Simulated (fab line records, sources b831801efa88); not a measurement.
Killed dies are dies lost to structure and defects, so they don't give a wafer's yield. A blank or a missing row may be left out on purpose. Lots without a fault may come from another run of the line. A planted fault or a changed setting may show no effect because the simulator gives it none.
A struck lot beside a sound one | flow sfq_line | 13 steps out of a route of 325
Sound: wafers L387.4, L387.5, L387.6. Struck: wafers L399.1, L399.2, L399.5. The cause comes at the end.
At each step with rows: each side's tool, then ch and its chambers, then its first start. Under that, the readings that differ: sound wafers | struck wafers | difference of the means | sigmas: that difference in standard deviations of wafers without a fault.
alike: readings whose means differ by less than 2 such deviations, and words and numbers that are the same on both sides. not compared: withheld readings, readings that some wafer has no value for, bounds like >300 that may hide the same value, and numbers for which the record gives no deviation and whose values overlap.
The two part at a step that has a row with sigmas, a row that says differs or no value, or rows on one side only. Numbers that don't overlap but have no deviation are shown without sigmas and don't part them. A reading that every wafer of one side lacks parts them only if that side has two wafers or more.

SFQ_TRILAYER_I6_VIA_ETCH_VIA_ETCH_172: etches SiO2 in CHF3, stops on Nb, target depth 260 nm.
  sound on rie_diel-02 ch 1,2,3, day 76 15:46; struck on rie_diel-03 ch 2,3, day 82 14:20
  alike: drypump_motor_current_A, oes_product_au
SFQ_TRILAYER_I6_VIA_STRIP_STRIP_173: strips in O2.
  sound on rie_metal-02 ch 0,1, day 76 16:05; struck on rie_metal-02 ch 0,1, day 82 14:26
  alike: drypump_motor_current_A, oes_product_au
  not compared: rf_hours_counter_h
then, 2 steps without rows for these wafers: SFQ_TRILAYER_I6_VIA_STRIP_SOLV_CLEAN_174 (cleans in NMP, time 600 s); SFQ_TRILAYER_M7_DEP_PRE_CLEAN_176 (time 22.5 s).
SFQ_TRILAYER_M7_DEP_SPUTTER_175: material Nb, target thk 200 nm, time 133.3 s.
  sound on pvd_sputter-05, day 76 16:41; struck on pvd_sputter-06, day 82 15:14
  alike: throttle_valve_pct
SFQ_M7_RS_MEAS_943: measures by four-point-probe.
  sound on film_metro-03, day 76 16:50; struck on film_metro-04, day 82 15:20
  reading           | sound             | struck            | difference | sigmas
  M7_NB_RS (ohm/sq) | 0.908 0.897 0.904 | 0.872 0.886 0.880 | -0.024     | -3
then, 5 steps without rows for these wafers: SFQ_TRILAYER_M7_LITHO_COAT_182 (resist thk 62 nm); SFQ_TRILAYER_M7_LITHO_COAT_177 (resist thk 600 nm); SFQ_TRILAYER_M7_LITHO_SOFTBAKE_181; SFQ_TRILAYER_M7_LITHO_EXPOSE_178 (exposes mask M7, target cd 500 nm); SFQ_TRILAYER_M7_LITHO_PEB_180 (peb time 60 s).
SFQ_TRILAYER_M7_LITHO_DEVELOP_179: time 60 s.
  sound on litho_track-01 ch 0, day 76 19:08; struck on litho_track-01, day 82 21:22
  no value came back on the struck wafers for chill_plate_temp_C (C), exhaust_pa (Pa); on the sound wafers chill_plate_temp_C (C) reads 23.04 23.12 22.93
  reading                                             | sound             | struck            | difference | sigmas
  model.KrF_of_TRILAYER_M7_LITHO_COAT_177.thk_nm (nm) | 579.1 575.9 577.3 | 597.6 596.5 598.1 | +20.0      |
SFQ_M7_OVL_MEAS_945:
  sound on overlay-01, day 76 19:13; struck on overlay-01, day 82 21:31
  reading     | sound | struck | difference                    | sigmas
  M7_OVL (nm) | 5 2 1 | - - -  | no value on the struck wafers |

WHERE THEY PART
First at SFQ_M7_RS_MEAS_943; last, within this record, at SFQ_M7_OVL_MEAS_945.

WHY: what the simulator had put in
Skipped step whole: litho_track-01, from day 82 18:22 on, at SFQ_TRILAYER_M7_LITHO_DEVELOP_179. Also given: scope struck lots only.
